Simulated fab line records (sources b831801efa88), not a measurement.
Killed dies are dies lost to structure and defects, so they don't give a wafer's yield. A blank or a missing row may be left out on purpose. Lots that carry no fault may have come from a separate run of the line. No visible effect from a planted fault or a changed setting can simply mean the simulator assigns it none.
Code-filled problem report in 8D (eight disciplines) form :: flow gf180mcu :: the parts of the form that need people (team, actions taken, sign-off) are left out

1. THE ISSUE
Mean HV_LDD_3_TW at GF_HV_LDD_TW_MEAS_38: 1487 over 6 wafers in 2 lots; fault-free wafers: 1438, standard deviation 6. Relative to the usual mean, that is a shift of +8.1 standard deviations.
Seen first at day 17 21:37 on film metro-02, wafer L783.1. The record holds 36 wafers of 12 lots with a number at this step. Rule for "out" (also "out of limits"): further than 4 standard deviations from the usual mean. The other wafers with a number count as sound.

2. WHAT THIS IS AND IS NOT
question: which readings at this step
is: HV_LDD_3_TW
is not: -

question: which lots
is: L783, L784
is not: L764, L766, L767, L768, L770, L772, L773, L785, L786, L787

question: which wafers of those lots
is: all that have a number
is not: -

question: read on which gauges
is: film metro-02, film metro-04
is not: film metro-03

question: when
is: from day 17 21:37
is not: up to then (21 sound wafers); but 9 sound wafers of L785, L786, L787 came after

3. THE SUSPECTS, EACH WITH WHAT RULES IT OUT
Counting: a tool at any process step up to the reading remains a suspect when it ran all the lots that are out and ran no sound lot after the first of those.
- ruled out: the gauge at GF_HV_LDD_TW_MEAS_38. The wafers that are out were read on 2 gauges (film metro-02, film metro-04).
- implanter-01 at GF_HV_LDD_IMPLANT_34: kept. It ran every lot that is out, first L783 (day 17 21:04), and no sound lot after that; its last sound lot up to then is L773 (day 14 08:49). Out on those wafers are its own readings of dose ions cm2, faraday current uA.
- plasma asher-04 at GF_HV_LDD_STRIP_37 (strips in O2/N2): ruled out as a lasting fault. Following L783 (day 17 21:31), the first lot on it that is out, the sound lots L786 were run on it.
After counting, what remains is implanter-01 at GF_HV_LDD_IMPLANT_34.

4. THE CAUSE (what the simulator had put in)
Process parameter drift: implanter-01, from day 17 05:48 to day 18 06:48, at GF_HV_LDD_IMPLANT_34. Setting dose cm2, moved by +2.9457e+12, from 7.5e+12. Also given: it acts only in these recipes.
The count eliminated every tool but this one.

5. SEQUENCE OF EFFECTS, ordered by route
Each row: a reading whose mean over the struck wafers that have a number lies more than 3 standard deviations from the usual. Only readings for which the record gives a usual standard deviation are gone through. hours: the time from each lot's start at the first step in this table that gives one to its start at this step, as a median over the lots. sigmas: the change in usual standard deviations.
hours: 0
step: GF_HV_LDD_IMPLANT_34
reading: dose ions cm2
usual: 7.5e+12
on struck wafers: 1.0e+13
change: +3.0e+12
sigmas: +99 or more

hours: 0
step: GF_HV_LDD_IMPLANT_34
reading: faraday current uA
usual: 42.4
on struck wafers: 60.4
change: +18.0
sigmas: +22

hours: 1
step: GF_HV_LDD_TW_MEAS_38
reading: HV_LDD_3_TW
usual: 1438
on struck wafers: 1487
change: +49
sigmas: +8.1

hours: 25
step: GF_HV_LDD_RS_MEAS_53
reading: HV_LDD_RS
usual: 418.1 ohm/sq
on struck wafers: 411.0
change: -7.1
sigmas: -8.5
Here are the process steps it includes:
- GF_HV_LDD_IMPLANT_34

6. WHAT WOULD HAVE CAUGHT IT SOONER
The first out-of-limits reading at a measuring or inspecting step in this record came at day 17 21:37, 16 hours after the fault's start at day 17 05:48.
At GF_HV_LDD_IMPLANT_34, the tool's own readings (dose ions cm2, faraday current uA) were out on each struck wafer the step has a row for, so an alarm limit on them would have fired on the first such wafer.
Of the lots that are out (2), L784 began GF_HV_LDD_IMPLANT_34 on implanter-01 after day 17 21:37. It would have been spared by a hold on the tool at that moment.
